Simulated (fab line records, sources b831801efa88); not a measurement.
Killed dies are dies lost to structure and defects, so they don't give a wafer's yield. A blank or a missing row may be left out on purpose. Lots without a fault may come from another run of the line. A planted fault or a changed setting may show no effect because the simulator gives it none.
Which tool did it? | flow gf180mcu | 13 lots, 39 wafers sampled, at 4 steps of a route of 602

WHAT THE GAUGES READ, wafer by wafer
GF_HV_LDD_CD_MEAS_19: target cd 400 nm.
lot  | measured     | on        | cd_nm (nm)
L862 | day 11 03:23 | cd_sem-02 | 401.5 399.3 401.8
L863 | day 11 14:35 | cd_sem-01 | 403.2 403.2 403.7
L865 | day 12 04:57 | cd_sem-02 | 402.2 403.9 401.9
L866 | day 12 12:22 | cd_sem-02 | 403.3 403.5 405.0
L867 | day 12 19:25 | cd_sem-01 | 404.4 403.1 402.6
L869 | day 13 13:45 | cd_sem-02 | 399.5 402.2 399.4
L870 | day 13 18:23 | cd_sem-01 | 399.0 400.2 399.0
L871 | day 14 04:51 | cd_sem-01 | 404.1 402.8 404.7
L872 | day 14 10:42 | cd_sem-01 | 403.9 402.4 401.5
L873 | day 14 17:58 | cd_sem-02 | 399.6 398.4 399.4
L876 | day 15 22:31 | cd_sem-01 | 390.4 391.7 392.7
L879 | day 16 18:27 | cd_sem-02 | 396.4 394.8 394.9
L882 | day 17 11:11 | cd_sem-01 | 404.4 403.6 402.1

GF_V1_BOW_MEAS_05.
lot  | measured     | on            | V1_BOW (um)
L862 | day 17 14:26 | film_metro-01 | 76 68 83
L863 | day 18 06:28 | film_metro-03 | 87 84 86
L865 | day 19 02:01 | film_metro-03 | 81 83 78
L866 | day 19 08:58 | film_metro-01 | 87 80 72
L867 | day 19 14:32 | film_metro-04 | 79 86 78
L869 | day 20 16:35 | film_metro-03 | 78 92 79
L870 | day 20 22:47 | film_metro-03 | 85 91 80
L871 | day 21 07:00 | film_metro-01 | 82 64 83
L872 | day 21 14:41 | film_metro-01 | 87 81 95
L873 | day 21 22:18 | film_metro-03 | 83 85 78
L876 | day 23 03:02 | film_metro-01 | 80 85 74
L879 | day 25 01:14 | film_metro-03 | 83 97 77
L882 | day 25 02:04 | film_metro-01 | 79 78 91

GF_M2_OVL_MEAS_15.
lot  | measured     | on         | M2_OVL (nm)
L862 | day 19 15:31 | overlay-02 | 2 -1 -5
L863 | day 20 08:01 | overlay-02 | 0 2 -5
L865 | day 21 03:55 | overlay-02 | 3 5 -3
L866 | day 21 11:19 | overlay-02 | -5 -3 -1
L867 | day 21 16:35 | overlay-01 | 0 -3 -6
L869 | day 22 18:32 | overlay-02 | 5 2 8
L870 | day 23 00:11 | overlay-02 | -9 -6 2
L871 | day 23 07:31 | overlay-02 | 4 9 9
L872 | day 23 14:59 | overlay-02 | 2 2 -5
L873 | day 23 21:43 | overlay-01 | 5 8 9
L876 | day 25 00:05 | overlay-01 | -1 -7 -6
L879 | day 26 20:13 | overlay-02 | -3 -5 0
L882 | day 26 21:41 | overlay-02 | -7 2 -6

WHICH TOOL RAN EACH LOT (tool, then ch and the chambers of the sampled wafers, then the start)
lot  | GF_HV_LDD_EXPOSE_16
L862 | iline_stepper-02 ch 0, day 10 18:25
L863 | iline_stepper-02 ch 0, day 11 05:17
L865 | iline_stepper-01 ch 0, day 11 19:10
L866 | iline_stepper-01 ch 0, day 12 02:50
L867 | iline_stepper-02 ch 0, day 12 10:11
L869 | iline_stepper-02 ch 0, day 13 04:32
L870 | iline_stepper-02 ch 0, day 13 08:18
L871 | iline_stepper-01 ch 0, day 13 18:17
L872 | iline_stepper-02 ch 0, day 14 00:43
L873 | iline_stepper-02 ch 0, day 14 08:16
L876 | iline_stepper-01 ch 0, day 15 12:07
L879 | iline_stepper-01 ch 0, day 16 07:19
L882 | iline_stepper-02 ch 0, day 16 23:55
- GF_HV_LDD_EXPOSE_16: exposes mask Pplus LV AREA, target cd 400 nm.

WHAT THE TOOLS THEMSELVES READ (means of the sampled wafers that have a number; where no wafer has one, the mark that the record gives instead)
GF_HV_LDD_EXPOSE_16.
lot  | tool             | exposure_dose_mJ_cm2
L862 | iline_stepper-02 | 139.94
L863 | iline_stepper-02 | 139.93
L865 | iline_stepper-01 | 140.18
L866 | iline_stepper-01 | 139.70
L867 | iline_stepper-02 | 139.84
L869 | iline_stepper-02 | 140.00
L870 | iline_stepper-02 | 140.02
L871 | iline_stepper-01 | 139.73
L872 | iline_stepper-02 | 139.92
L873 | iline_stepper-02 | 140.02
L876 | iline_stepper-01 | 137.54
L879 | iline_stepper-01 | 137.42
L882 | iline_stepper-02 | 139.94

THE ANSWER, worked out from the rows above alone
Rule: what is usual is taken from the lots themselves. Put in order of their means at a reading, lots are off if they are a third of the lots or fewer, leave a main group of 4 or more, and stand apart from it by a gap of 3 or more times the standard deviation of the main group's means; of several such gaps the widest counts. A main group whose means are all the same, to the digits that the tables above print for the reading, isn't used. A lot without any number at a reading at which 4 lots or more have one is off too. The other lots that the step has rows for count as sound. The gauges are gone through in route order, then the tools' own readings, and for those a lot's mean is taken as printed above. The first step at which some lot is off is used, and at that step the reading that is off furthest; a lot without a number counts as furthest.
Off: L876, L879, at GF_HV_LDD_EXPOSE_16 (exposure_dose_mJ_cm2). The main group: mean 139.93, standard deviation 0.13.
A tool fits if, at that step or a process step before it, it ran every lot that is off, and no sound lot after the first of them. One fits: iline_stepper-01 at GF_HV_LDD_EXPOSE_16. Its last sound lot is L871 (day 13 18:17), its first lot that is off L876 (day 15 12:07): a fault that began between those two fits.
The tool's own readings at GF_HV_LDD_EXPOSE_16 bear it out: on the lots that are off they differ by more than 5 times the standard deviation of the sound lots' means. exposure_dose_mJ_cm2 reads 137.48 there against 139.93 on the sound lots.

WHAT THE SIMULATOR HAD PUT IN
Process parameter drift: iline_stepper-01, from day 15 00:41 on, at GF_HV_LDD_EXPOSE_16. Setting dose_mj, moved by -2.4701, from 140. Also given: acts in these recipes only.
Lots struck among those shown: L876, L879. The rule above found the same.
